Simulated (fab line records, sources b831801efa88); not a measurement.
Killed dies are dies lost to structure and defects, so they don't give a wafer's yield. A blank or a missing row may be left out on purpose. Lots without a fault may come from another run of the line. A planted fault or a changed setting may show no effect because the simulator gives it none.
Chamber matching | flow gf180mcu | GF_V3_CMP_04 on cmp-01: 4 sister chambers
The step polishes SiO2. 27 wafers are shown with their chamber, then 12 later ones without.

WAFERS WITH THEIR CHAMBER
wafer  | chamber | motor_current_A (A) | head_pressure_psi (psi) | time_to_endpoint_s (s)
L074.1 | 0       | 13.9                | 3.990                   | 79
L074.3 | 1       | 13.2                | 3.993                   | 82
L074.4 | 2       | 12.4                | 3.985                   | 93
L075.4 | 0       | 13.9                | 3.992                   | 89
L075.5 | 2       | 12.2                | 4.000                   | 86
L075.6 | 3       | 13.0                | 3.999                   | 84
L077.1 | 2       | 11.8                | 3.996                   | 82
L077.2 | 0       | 13.6                | 3.999                   | 81
L077.4 | 1       | 12.5                | 3.994                   | 87
L085.2 | 1       | 13.0                | 3.997                   | 80
L085.5 | 0       | 13.9                | 4.003                   | 83
L085.6 | 1       | 13.0                | 4.002                   | 80
L086.1 | 2       | 11.9                | 4.008                   | 77
L086.2 | 0       | 13.5                | 3.988                   | 77
L086.4 | 1       | 12.8                | 4.004                   | 79
L087.1 | 0       | 14.1                | 4.008                   | 74
L087.4 | 3       | 13.0                | 3.999                   | 78
L087.5 | 2       | 12.6                | 4.015                   | 82
L088.1 | 1       | 12.7                | 4.006                   | 77
L088.3 | 2       | 12.5                | 4.010                   | 74
L088.5 | 1       | 13.1                | 3.984                   | 78
L089.3 | 3       | 13.0                | 3.992                   | 73
L089.5 | 3       | 12.4                | 3.998                   | 84
L089.6 | 0       | 14.3                | 3.989                   | 85
L093.4 | 1       | 12.8                | 3.996                   | 86
L093.5 | 3       | 12.8                | 4.000                   | 81
L093.6 | 2       | 11.5                | 4.012                   | 90

SIGNATURES (means of the wafers above)
reading            | chamber 0 | chamber 1 | chamber 2 | chamber 3 | scatter within a chamber
motor_current_A    | 13.886    | 12.887    | 12.129    | 12.840    | 0.301
head_pressure_psi  | 3.99557   | 3.99700   | 4.00371   | 3.99760   | 0.0079
time_to_endpoint_s | 81.14     | 81.12     | 83.43     | 80.00     | 5.14
Rule: a wafer's distance from a chamber is the root of the sum, over the readings, of the square of ((its reading less the chamber's mean) divided by the reading's scatter). The wafer belongs to the nearest chamber; if the next one is less than 2 further off, it can't be placed. The scatter: the root of (the sum of the squares of (reading less its chamber's mean) over the shown wafers, divided by (wafers less chambers)).

WAFERS WITHOUT THEIR CHAMBER
wafer  | motor_current_A (A) | head_pressure_psi (psi) | time_to_endpoint_s (s)
L092.3 | 12.1                | 4.004                   | 79
L092.4 | 14.1                | 3.993                   | 83
L092.5 | 12.7                | 4.009                   | 77
L094.1 | 12.0                | 3.991                   | 75
L094.4 | 12.7                | 3.999                   | 78
L094.6 | 14.4                | 4.001                   | 79
L095.1 | 13.2                | 3.993                   | 77
L095.2 | 12.4                | 4.003                   | 82
L095.6 | 13.4                | 3.992                   | 85
L096.2 | 11.6                | 4.006                   | 78
L096.3 | 12.1                | 4.006                   | 76
L096.4 | 12.6                | 4.006                   | 82

WHICH CHAMBER EACH WENT THROUGH
wafer  | from the rows above          | in truth
L092.3 | can't be placed: 2 or 3 or 1 | 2
L092.4 | 0                            | 0
L092.5 | can't be placed: 3 or 1 or 2 | 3
L094.1 | can't be placed: 2 or 3 or 1 | 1
L094.4 | can't be placed: 3 or 1 or 2 | 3
L094.6 | 0                            | 0
L095.1 | can't be placed: 1 or 3 or 0 | 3
L095.2 | can't be placed: 2 or 3 or 1 | 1
L095.6 | can't be placed: 0 or 1 or 3 | 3
L096.2 | 2                            | 2
L096.3 | can't be placed: 2 or 3 or 1 | 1
L096.4 | can't be placed: 3 or 1 or 2 | 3
Placed correctly: 3 of 12. Can't be placed from these rows: 9 (the true chamber is among the candidates in 9). Placed wrongly: 0.
